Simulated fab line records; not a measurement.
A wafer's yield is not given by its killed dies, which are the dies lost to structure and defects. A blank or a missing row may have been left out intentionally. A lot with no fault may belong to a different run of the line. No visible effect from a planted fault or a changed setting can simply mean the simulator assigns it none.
fab line records -- flow sky130
[record] lots = 12, wafers = 36, last_day = 50
route steps=708 shown VIA1@460 PAD_OPEN@708
lots that met no fault: from a run of the same line without faults
start_h: start of the lot's first displayed wafer, in hours after the record's first day -- wait_h: hours from the lot's prior step to this one -- " repeats the value in the row above -- L1.1+2: one row covering several wafers at once -- - no value present, or no start provided -- * or withheld: withheld -- < > ~ a bound
route shown NAME@n: names a module that has steps shown in the file, with the first one's number in the route -- usual: the fault-free wafers' mean and standard deviation -- same: alike in all rows -- chamber/n: place in a boat -- sites: readings site by site -- _std_site: their standard deviation -- _edge_site: inner sites' mean taken away from outer sites' mean -- radius_mm: for every site, how far away it sits from the centre of the wafer -- mask NAME#n: copy n -- behind: the most recent tool/chamber to have shaped the wafer -- hold: the reason the lot was held/the length of the hold in hours/how it ended -- device: the transistor (n, p or np) that didn't switch -- end of line: the same wafers' tests at the end of the route -- where a step has no rows: the recipe by itself -- killed: at the first sort, the dies lost to defects and structure; wafer yield is something else -- map: dies across one wafer; x = killed, . = not, _ = none there
set.NAME: the setting that was run; set.NAME@STEP: the one run at that earlier step -- model.NAME: the simulator's own value behind a step, which no gauge read
one table for each step of the route and one row for each wafer, over a sample of lots
services: the hour from which a tool's chamber was out of use, counted from the record's first day as start_h (under 0 if before that day), plus the number of hours and why
[[steps]]
[step SKY_VIA1_CMP_02]
[recipe] material = SiO2, down_force_psi = 4, platen_rpm = 60, pad_velocity_m_s = 0.94248
[usual] motor_current_A = 12.3/1.1
lot.wafer,tool,chamber,start_h,wait_h,motor_current_A
L363.4,cmp-01,2,751.98,0.0,14.0
L363.2,cmp-01,0,751.98,0.0,11.3
L363.6,cmp-01,2,751.98,0.0,13.9
L364.3,cmp-01,0,784.50,0.0,11.6
L364.4,cmp-01,1,784.50,0.0,12.8
L364.5,cmp-01,1,784.50,0.0,14.1
L366.4,cmp-01,3,796.84,0.0,11.4
L366.1,cmp-01,2,796.84,0.0,14.3
L366.5,cmp-01,0,796.84,0.0,11.0
L368.3,cmp-01,2,807.08,0.0,13.5
L368.2,cmp-01,0,807.08,0.0,11.7
L368.4,cmp-01,1,807.08,0.0,13.4
L370.2,cmp-01,0,814.72,0.2,11.4
L370.6,cmp-01,1,814.72,0.2,13.4
L370.5,cmp-01,2,814.72,0.2,13.1
L371.2,cmp-02,0,821.13,0.0,11.5
L371.1,cmp-02,2,821.13,0.0,10.7
L371.5,cmp-02,0,821.13,0.0,11.2
L372.4,cmp-02,0,825.94,0.1,10.7
L372.3,cmp-02,2,825.94,0.1,11.1
L372.6,cmp-02,3,825.94,0.1,12.5
L373.1,cmp-01,2,845.29,0.1,13.9
L373.4,cmp-01,0,845.29,0.1,12.0
L373.5,cmp-01,2,845.29,0.1,13.5
L379.1,cmp-01,3,891.99,0.1,11.2
L379.3,cmp-01,2,891.99,0.1,14.6
L379.5,cmp-01,0,891.99,0.1,11.1
L382.1,cmp-01,3,906.58,0.1,11.4
L382.2,cmp-01,0,906.58,0.1,11.6
L382.6,cmp-01,3,906.58,0.1,11.2
L384.3,cmp-02,1,922.54,0.0,12.8
L384.1,cmp-02,2,922.54,0.0,10.5
L384.2,cmp-02,3,922.54,0.0,13.3
L386.2,cmp-01,1,936.02,0.2,13.0
L386.6,cmp-01,2,936.02,0.2,13.6
L386.5,cmp-01,3,936.02,0.2,11.7
[step SKY_VIA1_CD_MEAS_12]
[recipe] target_cd_nm = 150
[usual] cd_nm = 150.4/1.5
lot.wafer,tool,chamber,start_h,wait_h,cd_nm
L363.2,cd_sem-01,-,778.93,-,149.3
L363.4,cd_sem-01,-,778.93,-,151.2
L363.6,cd_sem-01,-,778.93,-,149.4
L364.3,cd_sem-01,-,809.18,-,149.7
L364.4,cd_sem-01,-,809.18,-,149.4
L364.5,cd_sem-01,-,809.18,-,149.1
L366.1,cd_sem-02,-,820.44,-,150.8
L366.4,cd_sem-02,-,820.44,-,150.7
L366.5,cd_sem-02,-,820.44,-,150.9
L368.2,cd_sem-02,-,830.61,-,151.6
L368.3,cd_sem-02,-,830.61,-,149.0
L368.4,cd_sem-02,-,830.61,-,149.8
L370.2,cd_sem-01,-,837.21,-,152.5
L370.5,cd_sem-01,-,837.21,-,151.6
L370.6,cd_sem-01,-,837.21,-,153.6
L371.1,cd_sem-02,-,845.79,-,151.0
L371.2,cd_sem-02,-,845.79,-,151.5
L371.5,cd_sem-02,-,845.79,-,149.8
L372.3,cd_sem-02,-,850.83,-,149.3
L372.4,cd_sem-02,-,850.83,-,148.7
L372.6,cd_sem-02,-,850.83,-,149.7
L373.1,cd_sem-02,-,870.34,-,152.9
L373.4,cd_sem-02,-,870.34,-,150.0
L373.5,cd_sem-02,-,870.34,-,151.2
L379.1,cd_sem-01,-,917.59,-,151.9
L379.3,cd_sem-01,-,917.59,-,152.2
L379.5,cd_sem-01,-,917.59,-,155.1
L382.1,cd_sem-02,-,932.09,-,150.0
L382.2,cd_sem-02,-,932.09,-,148.2
L382.6,cd_sem-02,-,932.09,-,150.7
L384.1,cd_sem-01,-,947.44,-,151.0
L384.2,cd_sem-01,-,947.44,-,149.8
L384.3,cd_sem-01,-,947.44,-,149.8
L386.2,cd_sem-02,-,960.06,-,151.5
L386.5,cd_sem-02,-,960.06,-,149.8
L386.6,cd_sem-02,-,960.06,-,150.3
[step SKY_VIA1_STRIP_16]
[recipe] chemistry = O2/N2, power_w = 1400, pressure_mtorr = 1500, platen_temp_c = withheld, o2_flow_sccm = 3000, n2_flow_sccm = 300, overash_fraction = 0.5
[usual] chamber_pressure_mTorr = 1500.0/1.3, drypump_motor_current_A = 5.69/0.22, oes_product_au = 0.416/0.0044, strip_time_to_endpoint_s = 4.460/0.023
lot.wafer,tool,chamber,start_h,wait_h,chamber_pressure_mTorr,drypump_motor_current_A,oes_product_au,rf_hours_counter_h,strip_time_to_endpoint_s
L363.2,plasma_asher-03,0,779.15,0.0,1498.9,5.87,0.410,62,4.480
L363.4,plasma_asher-03,0,779.15,0.0,1499.4,5.85,0.415,-,4.495
L363.6,plasma_asher-03,0,779.15,0.0,1500.5,5.87,0.416,-,4.487
L364.3,plasma_asher-01,1,809.42,0.1,1501.1,5.85,0.415,-,4.450
L364.4,plasma_asher-01,0,809.42,0.1,1501.9,5.43,0.424,-,4.479
L364.5,plasma_asher-01,1,809.42,0.1,1500.1,5.84,0.421,-,4.447
L366.1,plasma_asher-03,1,820.69,0.0,1499.9,5.80,0.412,67,4.457
L366.4,plasma_asher-03,1,820.69,0.0,1500.4,5.78,0.412,-,4.442
L366.5,plasma_asher-03,1,820.69,0.0,1499.8,5.79,0.415,-,4.449
L368.2,plasma_asher-01,1,830.83,0.0,1501.0,5.84,0.420,102,4.437
L368.3,plasma_asher-01,0,830.83,0.0,1497.6,5.44,0.410,-,4.445
L368.4,plasma_asher-01,1,830.83,0.0,1500.0,5.84,0.421,-,4.443
L370.2,plasma_asher-01,1,837.44,0.0,-,-,-,-,-
L370.5,plasma_asher-01,0,837.44,0.0,-,-,-,-,-
L370.6,plasma_asher-01,1,837.44,0.0,-,-,-,-,-
L371.1,plasma_asher-02,1,846.03,0.0,-,-,-,-,-
L371.2,plasma_asher-02,0,846.03,0.0,-,-,-,-,-
L371.5,plasma_asher-02,0,846.03,0.0,-,-,-,-,-
L372.3,plasma_asher-03,0,851.07,0.1,-,-,-,-,-
L372.4,plasma_asher-03,1,851.07,0.1,-,-,-,-,-
L372.6,plasma_asher-03,1,851.07,0.1,-,-,-,-,-
L373.1,plasma_asher-03,0,870.58,0.0,1502.5,5.89,0.414,72,4.481
L373.4,plasma_asher-03,0,870.58,0.0,1499.8,5.88,0.419,-,4.474
L373.5,plasma_asher-03,1,870.58,0.0,1498.4,5.78,0.421,-,4.466
L379.1,plasma_asher-01,0,917.84,0.0,1500.1,5.44,0.420,110,4.465
L379.3,plasma_asher-01,1,917.84,0.0,1499.2,5.83,0.418,-,4.425
L379.5,plasma_asher-01,0,917.84,0.0,1499.0,5.45,0.411,-,4.407
L382.1,plasma_asher-01,1,932.34,0.0,1499.0,5.82,0.418,112,4.466
L382.2,plasma_asher-01,0,932.34,0.0,1500.3,5.44,0.409,112,4.462
L382.6,plasma_asher-01,0,932.34,0.0,1498.1,5.46,0.413,-,4.461
L384.1,plasma_asher-03,1,947.69,0.0,1501.2,5.77,0.418,79,4.438
L384.2,plasma_asher-03,0,947.69,0.0,1501.6,5.87,0.410,79,4.483
L384.3,plasma_asher-03,0,947.69,0.0,1499.8,5.88,0.420,-,4.508
L386.2,plasma_asher-01,0,960.29,0.0,1500.7,5.42,0.413,115,4.467
L386.5,plasma_asher-01,1,960.29,0.0,1497.7,5.82,0.414,-,4.472
L386.6,plasma_asher-01,0,960.29,0.0,1499.6,5.44,0.416,-,4.442
[step SKY_VIA1_SPUTTER_20]
[recipe] material = TiN, target_thk_nm = 20, chamber_pressure_pa = 5, power_w = 4000, time_s = 80
[usual] cathode_dc_power_W = 3999.9/0.82, throttle_valve_pct = 30.0/1.1
[same] time_s = 80
lot.wafer,tool,chamber,start_h,wait_h,cathode_dc_power_W,throttle_valve_pct
L363.2,pvd_sputter-01,-,779.74,0.0,3998.3,33.0
L363.4,pvd_sputter-01,-,779.74,0.0,4000.0,30.3
L363.6,pvd_sputter-01,-,779.74,0.0,3999.4,30.6
L364.3,pvd_sputter-04,-,810.49,0.0,4000.4,30.6
L364.4,pvd_sputter-04,-,810.49,0.0,4001.4,29.0
L364.5,pvd_sputter-04,-,810.49,0.0,4000.1,30.6
L366.1,pvd_sputter-01,-,821.28,0.0,4000.3,30.6
L366.4,pvd_sputter-01,-,821.28,0.0,4000.5,30.4
L366.5,pvd_sputter-01,-,821.28,0.0,3999.3,33.0
L368.2,pvd_sputter-04,-,831.42,0.0,4000.1,29.8
L368.3,pvd_sputter-04,-,831.42,0.0,4000.2,30.5
L368.4,pvd_sputter-04,-,831.42,0.0,4000.0,30.1
L370.2,pvd_sputter-04,-,838.03,0.0,3999.4,30.9
L370.5,pvd_sputter-04,-,838.03,0.0,4000.0,30.2
L370.6,pvd_sputter-04,-,838.03,0.0,3997.8,30.6
L371.1,pvd_sputter-01,-,846.68,0.0,3999.3,30.3
L371.2,pvd_sputter-01,-,846.68,0.0,4001.5,32.9
L371.5,pvd_sputter-01,-,846.68,0.0,4000.6,30.3
L372.3,pvd_sputter-02,-,851.97,0.0,3998.9,29.6
L372.4,pvd_sputter-02,-,851.97,0.0,3998.9,29.5
L372.6,pvd_sputter-02,-,851.97,0.0,3998.3,27.8
L373.1,pvd_sputter-04,-,871.31,0.0,3999.6,30.0
L373.4,pvd_sputter-04,-,871.31,0.0,4000.0,29.0
L373.5,pvd_sputter-04,-,871.31,0.0,4000.0,30.5
L379.1,pvd_sputter-04,-,918.43,0.0,4001.3,30.2
L379.3,pvd_sputter-04,-,918.43,0.0,3999.7,28.8
L379.5,pvd_sputter-04,-,918.43,0.0,3999.3,29.9
L382.1,pvd_sputter-01,-,932.97,0.0,4001.1,30.6
L382.2,pvd_sputter-01,-,932.97,0.0,3996.7,30.5
L382.6,pvd_sputter-01,-,932.97,0.0,4000.5,30.5
L384.1,pvd_sputter-02,-,948.32,0.0,3999.9,29.6
L384.2,pvd_sputter-02,-,948.32,0.0,4000.6,29.4
L384.3,pvd_sputter-02,-,948.32,0.0,3999.2,29.6
L386.2,pvd_sputter-02,-,960.88,0.0,4000.7,27.7
L386.5,pvd_sputter-02,-,960.88,0.0,3999.1,29.4
L386.6,pvd_sputter-02,-,960.88,0.0,3999.4,29.4
[step SKY_PAD_OPEN_PROBE_99]
[usual] defect_limited_yield = 82.6/1.8, killed_at_M0_to_M3 = 44/6.5, killed_at_M4_up = 3.3/1.9, killed_at_contacts = 23/4.7, killed_at_front_end = 15/4.5, killed_at_other = 0.2/0.52, killed_dies = 86/8.9, killed_on_rim = 17/3.7, killed_open = 47/6.8, killed_short = 39/6.1, sort_bin_3_pad_short = 0.8/0.44, sort_bin_5_function = 10.3/1.4, sort_bin_6_memory = 6.3/1.1, sort_n_pass = 406/8.9, sort_yield_pct = 82.6/1.8
[same] gross_dies = 492, killed_at_back_side = 0, sort_bin_4_leakage[%] = 0, sort_bin_8_speed[%] = 0
lot.wafer,tool,chamber,start_h,wait_h,defect_limited_yield[%],killed_at_M0_to_M3,killed_at_M4_up,killed_at_contacts,killed_at_front_end,killed_at_other,killed_dies,killed_on_rim,killed_open,killed_short,sort_bin_3_pad_short[%],sort_bin_5_function[%],sort_bin_6_memory[%],sort_n_pass,sort_yield_pct[%]
L363.2,prober-01,-,1057.68,0.1,82.5,41,3,25,16,1,86,21,50,36,1.2,10.8,5.5,406,82.5
L363.4,prober-01,-,1057.78,0.2,83.3,42,1,16,23,0,82,10,41,41,0.8,9.8,6.1,410,83.3
L363.6,prober-01,-,1057.88,0.2,82.3,41,4,20,22,0,87,17,45,42,1.4,10.6,5.7,405,82.3
L364.3,prober-01,-,1084.90,0.2,85.0,38,5,21,10,0,74,11,38,36,1.0,8.3,5.7,418,85.0
L364.4,prober-01,-,1084.95,0.2,81.3,47,3,26,16,0,92,21,51,41,1.2,11.4,6.1,400,81.3
L364.5,prober-01,-,1085.00,0.2,82.7,49,3,20,13,0,85,13,56,29,0.6,10.0,6.7,407,82.7
L366.1,prober-01,-,1097.16,0.1,81.7,43,4,23,20,0,90,20,40,50,1.4,10.8,6.1,402,81.7
L366.4,prober-01,-,1097.31,0.2,85.4,38,2,16,16,0,72,13,33,39,1.0,7.1,6.5,420,85.4
L366.5,prober-01,-,1097.36,0.2,80.1,49,3,31,15,0,98,13,51,47,1.0,13.2,5.7,394,80.1
L368.2,prober-01,-,1106.96,0.1,81.3,54,3,18,17,0,92,13,51,41,2.0,11.8,4.9,400,81.3
L368.3,prober-01,-,1107.01,0.2,81.7,40,8,26,16,0,90,11,45,45,0.8,10.0,7.5,402,81.7
L368.4,prober-01,-,1107.06,0.2,79.9,49,1,31,18,0,99,15,53,46,1.2,10.0,8.9,393,79.9
L370.2,prober-02,-,1108.11,0.1,0,455,5,18,13,1,492,96,43,41,0.6,93.9,5.5,0,0
L370.5,prober-02,-,1108.26,0.2,0,452,6,22,12,0,492,96,41,36,0.4,93.1,6.5,0,0
L370.6,prober-02,-,1108.31,0.2,0,453,3,21,15,0,492,96,44,45,1.4,91.7,6.9,0,0
L371.1,prober-01,-,1114.56,0.1,0,451,5,26,10,0,492,96,55,27,1.0,92.7,6.3,0,0
L371.2,prober-01,-,1114.61,0.1,0,455,2,23,12,0,492,96,40,43,0.8,94.1,5.1,0,0
L371.5,prober-01,-,1114.76,0.2,0,457,1,29,5,0,492,96,50,31,0.6,94.3,5.1,0,0
L372.3,prober-02,-,1119.68,0.2,0,453,3,22,14,0,492,96,40,31,0.6,92.5,6.9,0,0
L372.4,prober-02,-,1119.73,0.2,0,456,7,13,16,0,492,96,46,37,1.0,93.3,5.7,0,0
L372.6,prober-02,-,1119.83,0.2,0,441,2,21,27,1,492,96,42,36,1.4,93.9,4.7,0,0
L373.1,prober-01,-,1134.80,0.1,81.7,52,4,17,17,0,90,19,49,41,1.4,11.6,5.3,402,81.7
L373.4,prober-01,-,1134.95,0.2,84.8,30,8,24,13,0,75,17,35,40,0.8,9.1,5.3,417,84.8
L373.5,prober-01,-,1135.00,0.2,80.7,46,3,32,14,0,95,19,50,45,0.6,10.2,8.5,397,80.7
L379.1,prober-02,-,1165.43,0.1,81.7,47,3,23,17,0,90,16,46,44,0.6,10.6,7.1,402,81.7
L379.3,prober-02,-,1165.53,0.2,82.7,41,4,23,17,0,85,22,51,34,0.6,12.2,4.5,407,82.7
L379.5,prober-02,-,1165.63,0.2,81.3,43,3,29,17,0,92,19,54,38,0.2,12.0,6.5,400,81.3
L382.1,prober-01,-,1180.37,0.1,81.3,44,0,27,21,0,92,17,50,42,0.8,11.6,6.3,400,81.3
L382.2,prober-01,-,1180.42,0.1,83.5,47,3,20,10,1,81,21,53,28,1.4,10.8,4.3,411,83.5
L382.6,prober-01,-,1180.62,0.2,77.6,61,5,28,15,1,110,20,70,40,1.4,13.0,7.9,382,77.6
L384.1,prober-01,-,1186.41,0.1,83.9,41,0,26,12,0,79,11,39,40,0.8,9.8,5.5,413,83.9
L384.2,prober-01,-,1186.46,0.1,81.7,45,4,26,14,1,90,19,49,41,0.6,11.8,5.9,402,81.7
L384.3,prober-01,-,1186.51,0.2,83.1,46,3,18,16,0,83,15,45,38,1.0,10.4,5.5,409,83.1
L386.2,prober-01,-,1197.51,0.1,82.9,44,4,25,11,0,84,22,48,36,0.6,9.6,6.9,408,82.9
L386.5,prober-01,-,1197.66,0.2,83.9,39,5,25,10,0,79,17,42,37,1.6,8.5,5.9,413,83.9
L386.6,prober-01,-,1197.71,0.2,84.1,38,5,23,10,2,78,12,45,33,0.2,8.5,7.1,414,84.1
// killed by level:class
L363.2 VIA1:geometric_particle:open=10 CONTACT:geometric_particle:open=10 VIA2:geometric_particle:open=6 LI_CONTACT:geometric_particle:open=5 VIA3:geometric_particle:open=5 CONTACT:geometric_particle:short=5 VIA1:geometric_particle:short=5 METAL1:geometric_particle:short=5
L363.4 FIELD_ISO:geometric_particle:short=10 VIA3:geometric_particle:open=10 VIA1:geometric_particle:short=10 LI_CONTACT:geometric_particle:open=6 CONTACT:geometric_particle:open=6 VIA1:geometric_particle:open=5 POLY_GATE:geometric_particle:open=4 POLY_CUT:geometric_particle:open=3
L363.6 VIA1:geometric_particle:open=9 POLY_GATE:geometric_particle:short=8 CONTACT:geometric_particle:open=8 LI_CONTACT:geometric_particle:open=5 VIA3:geometric_particle:open=5 VIA1:geometric_particle:short=5 VIA2:geometric_particle:short=4 POLY_GATE:geometric_particle:open=4
L364.3 VIA1:geometric_particle:open=11 VIA2:geometric_particle:open=6 CONTACT:geometric_particle:open=6 LI_CONTACT:geometric_particle:open=5 VIA3:geometric_particle:open=5 CONTACT:geometric_particle:short=5 METAL4:geometric_particle:short=5 POLY_GATE:geometric_particle:short=4
L364.4 VIA1:geometric_particle:open=13 CONTACT:geometric_particle:open=10 LI_CONTACT:geometric_particle:open=8 METAL1:geometric_particle:short=7 VIA2:geometric_particle:open=6 VIA3:geometric_particle:short=5 FIELD_ISO:geometric_particle:short=4 METAL3:geometric_particle:short=4
L364.5 VIA1:geometric_particle:open=16 LI_CONTACT:geometric_particle:open=8 VIA3:geometric_particle:open=7 METAL1:geometric_particle:short=6 VIA2:geometric_particle:open=6 FIELD_ISO:geometric_particle:open=5 CONTACT:geometric_particle:open=5 FIELD_ISO:geometric_particle:short=4
L366.1 VIA1:geometric_particle:short=10 CONTACT:geometric_particle:open=9 VIA1:geometric_particle:open=7 POLY_GATE:geometric_particle:short=6 METAL2:geometric_particle:short=5 VIA2:geometric_particle:open=5 LI_CONTACT:geometric_particle:short=4 POLY_GATE:geometric_particle:open=4
L366.4 VIA1:geometric_particle:open=10 FIELD_ISO:geometric_particle:short=7 CONTACT:geometric_particle:short=6 CONTACT:geometric_particle:open=6 METAL1:geometric_particle:short=5 VIA3:geometric_particle:short=4 FIELD_ISO:geometric_particle:open=3 VIA1:geometric_particle:short=3
L366.5 CONTACT:geometric_particle:open=14 VIA1:geometric_particle:open=12 LOCAL_INTERCONNECT:geometric_particle:short=9 VIA3:geometric_particle:open=9 VIA1:geometric_particle:short=6 METAL2:geometric_particle:short=5 VIA3:geometric_particle:short=5 FIELD_ISO:geometric_particle:open=4
L368.2 CONTACT:geometric_particle:open=11 VIA1:geometric_particle:open=10 VIA2:geometric_particle:open=9 VIA3:geometric_particle:open=8 METAL2:geometric_particle:short=8 FIELD_ISO:geometric_particle:open=6 METAL1:geometric_particle:short=6 VIA1:geometric_particle:short=6
L368.3 VIA1:geometric_particle:open=10 CONTACT:geometric_particle:short=9 LI_CONTACT:geometric_particle:open=8 VIA1:geometric_particle:short=6 VIA2:geometric_particle:open=5 METAL4:geometric_particle:open=5 FIELD_ISO:geometric_particle:open=4 FIELD_ISO:geometric_particle:short=4
L368.4 VIA1:geometric_particle:open=13 CONTACT:geometric_particle:open=12 METAL2:geometric_particle:short=12 LI_CONTACT:geometric_particle:open=8 VIA3:geometric_particle:short=6 FIELD_ISO:geometric_particle:open=5 FIELD_ISO:geometric_particle:short=4 VIA3:geometric_particle:open=4
L370.2 VIA1:area_sputter=408 VIA2:geometric_particle:open=13 CONTACT:geometric_particle:open=9 METAL1:geometric_particle:short=7 VIA1:geometric_particle:open=7 METAL2:geometric_particle:short=7 POLY_GATE:geometric_particle:short=4 LOCAL_INTERCONNECT:geometric_particle:short=4
L370.5 VIA1:area_sputter=415 CONTACT:geometric_particle:open=9 VIA1:geometric_particle:open=9 LI_CONTACT:geometric_particle:open=5 METAL2:geometric_particle:short=5 VIA3:geometric_particle:open=5 METAL4:geometric_particle:short=5 FIELD_ISO:geometric_particle:open=4
L370.6 VIA1:area_sputter=403 VIA1:geometric_particle:open=12 CONTACT:geometric_particle:open=7 VIA2:geometric_particle:short=7 VIA2:geometric_particle:open=7 METAL1:geometric_particle:short=6 POLY_GATE:geometric_particle:short=5 LI_CONTACT:geometric_particle:open=5
L371.1 VIA1:area_sputter=410 CONTACT:geometric_particle:open=11 LI_CONTACT:geometric_particle:open=10 VIA3:geometric_particle:open=9 VIA1:geometric_particle:open=8 METAL2:geometric_particle:short=6 VIA2:geometric_particle:open=5 METAL4:geometric_particle:short=5
L371.2 VIA1:area_sputter=409 METAL2:geometric_particle:short=14 CONTACT:geometric_particle:open=9 VIA1:geometric_particle:open=9 VIA3:geometric_particle:open=5 LOCAL_INTERCONNECT:geometric_particle:short=5 CONTACT:geometric_particle:short=5 VIA2:geometric_particle:open=5
L371.5 VIA1:area_sputter=411 CONTACT:geometric_particle:open=15 VIA1:geometric_particle:open=12 VIA3:geometric_particle:open=11 METAL1:geometric_particle:short=7 LI_CONTACT:geometric_particle:open=7 METAL2:geometric_particle:short=7 LOCAL_INTERCONNECT:geometric_particle:short=4
L372.3 VIA1:area_sputter=421 CONTACT:geometric_particle:open=9 CONTACT:geometric_particle:short=6 VIA1:geometric_particle:open=6 METAL1:geometric_particle:short=5 VIA2:geometric_particle:short=5 FIELD_ISO:geometric_particle:open=4 POLY_GATE:geometric_particle:open=4
L372.4 VIA1:area_sputter=409 VIA1:geometric_particle:open=10 METAL2:geometric_particle:short=6 VIA3:geometric_particle:open=6 FIELD_ISO:geometric_particle:open=5 VIA1:geometric_particle:short=5 POLY_GATE:geometric_particle:short=5 VIA2:geometric_particle:open=5
L372.6 VIA1:area_sputter=414 FIELD_ISO:geometric_particle:open=9 FIELD_ISO:geometric_particle:short=9 LI_CONTACT:geometric_particle:open=8 VIA3:geometric_particle:open=7 VIA1:geometric_particle:open=5 CONTACT:geometric_particle:short=5 VIA2:geometric_particle:short=5
L373.1 VIA2:geometric_particle:open=11 VIA1:geometric_particle:open=9 LI_CONTACT:geometric_particle:open=8 METAL2:geometric_particle:short=7 METAL3:geometric_particle:short=6 CONTACT:geometric_particle:open=5 FIELD_ISO:geometric_particle:short=4 FIELD_ISO:geometric_particle:open=4
L373.4 VIA1:geometric_particle:open=10 CONTACT:geometric_particle:open=8 LOCAL_INTERCONNECT:geometric_particle:short=7 METAL4:geometric_particle:short=7 VIA2:geometric_particle:short=4 LI_CONTACT:geometric_particle:open=3 CONTACT:geometric_particle:short=3 VIA2:geometric_particle:open=3
L373.5 VIA1:geometric_particle:open=12 CONTACT:geometric_particle:open=10 CONTACT:geometric_particle:short=9 LOCAL_INTERCONNECT:geometric_particle:short=8 VIA1:geometric_particle:short=7 VIA2:geometric_particle:open=7 VIA3:geometric_particle:open=6 POLY_GATE:geometric_particle:short=5
L379.1 VIA2:geometric_particle:open=8 VIA3:geometric_particle:open=8 VIA1:geometric_particle:open=7 FIELD_ISO:geometric_particle:open=6 CONTACT:geometric_particle:open=6 CONTACT:geometric_particle:short=6 VIA3:geometric_particle:short=6 POLY_GATE:geometric_particle:short=4
L379.3 VIA3:geometric_particle:open=13 VIA1:geometric_particle:open=10 CONTACT:geometric_particle:short=8 CONTACT:geometric_particle:open=7 LI_CONTACT:geometric_particle:open=6 FIELD_ISO:geometric_particle:short=5 METAL2:geometric_particle:short=5 FIELD_ISO:geometric_particle:open=4
L379.5 VIA1:geometric_particle:open=13 CONTACT:geometric_particle:open=12 CONTACT:geometric_particle:short=7 VIA3:geometric_particle:open=7 FIELD_ISO:geometric_particle:open=6 METAL1:geometric_particle:short=5 LI_CONTACT:geometric_particle:open=5 VIA2:geometric_particle:open=5
L382.1 VIA1:geometric_particle:open=12 LI_CONTACT:geometric_particle:open=8 FIELD_ISO:geometric_particle:short=7 CONTACT:geometric_particle:open=7 CONTACT:geometric_particle:short=7 VIA2:geometric_particle:open=6 POLY_GATE:geometric_particle:short=5 VIA1:geometric_particle:short=5
L382.2 VIA1:geometric_particle:open=15 VIA3:geometric_particle:open=9 CONTACT:geometric_particle:open=7 VIA2:geometric_particle:open=7 FIELD_ISO:geometric_particle:open=5 LI_CONTACT:geometric_particle:open=5 LOCAL_INTERCONNECT:geometric_particle:short=4 METAL2:geometric_particle:short=4
L382.6 VIA1:geometric_particle:open=19 CONTACT:geometric_particle:open=12 VIA3:geometric_particle:open=10 FIELD_ISO:geometric_particle:open=7 LI_CONTACT:geometric_particle:open=6 VIA2:geometric_particle:open=6 LI_CONTACT:geometric_particle:short=5 METAL1:geometric_particle:short=5
L384.1 CONTACT:geometric_particle:open=10 VIA3:geometric_particle:open=9 VIA1:geometric_particle:open=7 METAL2:geometric_particle:short=6 FIELD_ISO:geometric_particle:short=5 LI_CONTACT:geometric_particle:open=5 LI_CONTACT:geometric_particle:short=5 VIA2:geometric_particle:open=5
L384.2 VIA1:geometric_particle:open=14 CONTACT:geometric_particle:open=10 POLY_GATE:geometric_particle:short=7 LI_CONTACT:geometric_particle:open=7 VIA2:geometric_particle:open=6 METAL2:geometric_particle:short=5 VIA3:geometric_particle:open=5 VIA2:geometric_particle:short=4
L384.3 VIA1:geometric_particle:open=9 VIA3:geometric_particle:open=9 METAL1:geometric_particle:short=7 FIELD_ISO:geometric_particle:open=5 CONTACT:geometric_particle:open=5 VIA2:geometric_particle:open=5 POLY_GATE:geometric_particle:short=4 CONTACT:geometric_particle:short=4
L386.2 VIA1:geometric_particle:open=10 VIA3:geometric_particle:open=7 LI_CONTACT:geometric_particle:open=6 LOCAL_INTERCONNECT:geometric_particle:short=6 CONTACT:geometric_particle:open=6 VIA2:geometric_particle:open=6 POLY_GATE:geometric_particle:open=5 METAL2:geometric_particle:short=5
L386.5 VIA1:geometric_particle:open=9 LI_CONTACT:geometric_particle:open=7 VIA2:geometric_particle:open=7 CONTACT:geometric_particle:open=6 CONTACT:geometric_particle:short=6 VIA1:geometric_particle:short=6 METAL2:geometric_particle:short=4 LI_CONTACT:geometric_particle:short=3
L386.6 CONTACT:geometric_particle:open=10 VIA3:geometric_particle:open=7 VIA1:geometric_particle:open=6 VIA1:geometric_particle:short=6 LI_CONTACT:geometric_particle:open=4 LOCAL_INTERCONNECT:geometric_particle:short=4 POLY_GATE:geometric_particle:open=3 CONTACT:geometric_particle:short=3
[[services]]
tool,chamber,start_h,hours,kind
cmp-01,-,744.03,4.0,pm
pvd_sputter-02,-,746.48,1.5,repair
cmp-01,-,748.03,-,consumable_replace:conditioner
cmp-01,-,748.03,-,consumable_replace:pad
pvd_sputter-01,-,748.54,4.8,repair
pvd_sputter-01,-,752.33,1.5,repair
plasma_asher-02,-,767.70,2.8,pm
cmp-01,-,773.75,3.8,repair
cmp-01,-,781.43,2.1,repair
cmp-01,-,782.40,1.8,repair
cmp-02,-,789.24,4.1,repair
plasma_asher-01,-,799.02,3.8,repair
pvd_sputter-04,-,817.15,10.1,repair
cmp-02,-,817.69,2.8,repair
cmp-02,-,826.24,1.8,repair
cmp-01,-,863.44,1.2,repair
pvd_sputter-01,-,874.42,11.0,repair
pvd_sputter-02,-,876.05,0.7,repair
plasma_asher-02,-,883.55,6.7,repair
cmp-02,-,895.66,5.6,pm
cmp-02,-,912.53,4.0,pm
cmp-01,-,920.05,1.0,repair
cmp-02,-,921.11,1.3,repair
plasma_asher-01,-,954.32,1.4,repair
[[key]]
[first_sign] step = SKY_VIA1_STRIP_16, reading = tool_record, direction = missing
[effect] step = SKY_PAD_OPEN_PROBE_99, reading = killed_at_M0_to_M3, direction = up, sigmas = 63, usual = 44, struck = 453
[more_kills_born_at] SKY_VIA1_SPUTTER_20@pvd_sputter-02 = 1244, SKY_VIA1_SPUTTER_20@pvd_sputter-01 = 1230, SKY_VIA1_SPUTTER_20@pvd_sputter-04 = 1226
met_at SKY_VIA1_STRIP_16
struck_lots L370,L371,L372
later_rows_left_out L370.2,L370.5,L370.6,L371.1,L371.2,L371.5,L372.3,L372.4,L372.6
not_acting_at SKY_VIA1_CMP_02,SKY_VIA1_CD_MEAS_12,SKY_VIA1_SPUTTER_20
onset_between 830.83 837.44
[fault] kind = skipped_step_whole, tool = plasma_asher-01,plasma_asher-02,plasma_asher-03, chamber = -, onset_h = 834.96, steps = SKY_VIA1_STRIP_16, scope = struck_lots_only
// later_rows_left_out: the simulator's readings of these wafers behind a module that went badly wrong aren't trusted and aren't shown, but for the sort
